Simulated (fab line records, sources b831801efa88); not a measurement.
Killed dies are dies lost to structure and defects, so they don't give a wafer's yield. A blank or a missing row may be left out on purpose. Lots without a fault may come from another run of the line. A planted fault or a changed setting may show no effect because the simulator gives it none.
Which tool did it? | flow sky130 | 7 lots, 21 wafers sampled, at 2 steps of a route of 708

WHAT THE GAUGES READ, wafer by wafer
SKY_SD_N_CD_MEAS_07: target cd 380 nm.
lot  | measured     | on        | cd_nm (nm)
L601 | day 29 22:19 | cd_sem-01 | 376.8 378.6 378.4
L607 | day 32 02:38 | cd_sem-02 | 375.6 377.9 378.3
L609 | day 32 20:12 | cd_sem-02 | - - -
L612 | day 33 22:08 | cd_sem-01 | 383.9 383.9 384.9
L614 | day 34 05:52 | cd_sem-01 | 379.8 379.3 380.3
L616 | day 34 22:11 | cd_sem-02 | 378.2 380.1 379.1
L621 | day 36 02:34 | cd_sem-02 | 380.6 380.7 384.2

WHICH TOOL RAN EACH LOT (tool, then ch and the chambers of the sampled wafers, then the start)
lot  | SKY_SD_N_COAT_02
L601 | litho_track-03 ch 0, day 29 07:47
L607 | litho_track-04 ch 0, day 31 11:41
L609 | litho_track-03, day 32 06:13
L612 | litho_track-03 ch 0, day 33 08:17
L614 | litho_track-04 ch 0, day 33 16:41
L616 | litho_track-03 ch 0, day 34 08:08
L621 | litho_track-03 ch 0, day 35 12:44
- SKY_SD_N_COAT_02: resist thk 1140 nm.

THE ANSWER, worked out from the rows above alone
Rule: what is usual is taken from the lots themselves. Put in order of their means at a reading, lots are off if they are a third of the lots or fewer, leave a main group of 4 or more, and stand apart from it by a gap of 3 or more times the standard deviation of the main group's means; of several such gaps the widest counts. A main group whose means are all the same, to the digits that the tables above print for the reading, isn't used. A lot without any number at a reading at which 4 lots or more have one is off too. The other lots that the step has rows for count as sound.
Off: L609, at SKY_SD_N_CD_MEAS_07 (cd_nm). Without a number there: L609. The main group: mean 380.0 nm, standard deviation 2.4.
A tool fits if, at a process step before that reading, it ran every lot that is off, and no sound lot after the first of them. The gauges at SKY_SD_N_CD_MEAS_07 are tried like those tools. None of those tried fits.

WHAT THE SIMULATOR HAD PUT IN
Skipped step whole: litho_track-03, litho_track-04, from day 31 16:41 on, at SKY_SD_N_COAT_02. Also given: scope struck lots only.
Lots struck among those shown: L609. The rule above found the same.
